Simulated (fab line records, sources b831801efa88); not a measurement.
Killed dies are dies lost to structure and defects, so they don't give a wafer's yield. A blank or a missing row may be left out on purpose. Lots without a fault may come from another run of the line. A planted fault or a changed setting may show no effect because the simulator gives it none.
A struck lot beside a sound one | flow sky130 | 15 steps out of a route of 708
Sound: wafers L541.2, L541.4, L541.6. Struck: wafers L551.2, L551.4, L551.6. The cause comes at the end.
At each step with rows: each side's tool, then ch and its chambers, then its first start. Under that, the readings that differ: sound wafers | struck wafers | difference of the means | sigmas: that difference in standard deviations of wafers without a fault.
alike: readings whose means differ by less than 2 such deviations, and words and numbers that are the same on both sides. not compared: withheld readings, readings that some wafer has no value for, bounds like >300 that may hide the same value, and numbers for which the record gives no deviation and whose values overlap.
The two part at a step that has a row with sigmas, a row that says differs or no value, or rows on one side only. Numbers that don't overlap but have no deviation are shown without sigmas and don't part them. A reading that every wafer of one side lacks parts them only if that side has two wafers or more.

SKY_RES_XHIGH_STRIP_08: strips in O2/N2.
  sound on plasma_asher-02 ch 0,1, day 29 08:02; struck on plasma_asher-02 ch 0,1, day 32 21:31
  alike: drypump_motor_current_A, oes_product_au, strip_time_to_endpoint_s
  not compared: rf_hours_counter_h
SKY_RES_XHIGH_TW_MEAS_09:
  sound on film_metro-02, day 29 08:08; struck on film_metro-04, day 32 21:38
  alike: RES_XHIGH_TW
then, 7 steps without rows for these wafers: SKY_SD_N_DEHYDRATE_00 (time 60 s); SKY_SD_N_HMDS_01 (prime time 60 s); SKY_SD_N_COAT_02 (resist thk 1140 nm); SKY_SD_N_SOFTBAKE_03 (time 60 s); SKY_SD_N_EXPOSE_04 (exposes mask NSDM, target cd 380 nm); SKY_SD_N_PEB_05; SKY_SD_N_DEVELOP_06 (develop time 60 s).
SKY_SD_N_CD_MEAS_07: target cd 380 nm.
  sound on cd_sem-01, day 30 11:56; struck on cd_sem-02, day 34 00:37
  alike: cd_nm
SKY_SD_N_OVL_MEAS_08:
  sound on overlay-02, day 30 12:03; struck on overlay-02, day 34 00:43
  alike: SD_N_OVL
then, 1 step without rows for these wafers: SKY_SD_N_IMPLANT_09.
SKY_SD_N_IMPLANT_10:
  sound on implanter-01 ch 0, day 30 12:15; struck on implanter-03 ch 0, day 34 00:55
  reading                   | sound                | struck               | difference | sigmas
  beam_energy_keV           | 20.000 19.993 19.991 | 21.151 21.144 21.144 | +1.152     | +99 or more
  model.implant.rp_nm (nm)  | 27.9 27.9 27.9       | 29.36 29.36 29.36    | +1.46      |
  model.implant.drp_nm (nm) | 13 13 13             | 13.44 13.44 13.44    | +0.44      |
  alike: end_station_pressure_torr
SKY_SD_N_STRIP_11: strips in O2/N2.
  sound on plasma_asher-03 ch 1, day 30 12:23; struck on plasma_asher-03 ch 0,1, day 34 01:02
  alike: drypump_motor_current_A, oes_product_au, strip_time_to_endpoint_s
  not compared: rf_hours_counter_h
-- the record jumps here: 16 days lie between the struck wafers' starts before and after (it left off in module SD_N and takes up again in module PAD_OPEN, whose first step shown is number 708 of the route) --
SKY_PAD_OPEN_PROBE_99:
  the record has rows for the struck wafers here (prober-01, day 50 03:00) and none for the sound ones

WHERE THEY PART
First at SKY_SD_N_IMPLANT_10; last, within this record, at SKY_PAD_OPEN_PROBE_99.

WHY: what the simulator had put in
Process parameter drift: implanter-03, from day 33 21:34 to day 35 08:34, at SKY_SD_N_IMPLANT_10. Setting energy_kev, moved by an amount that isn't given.
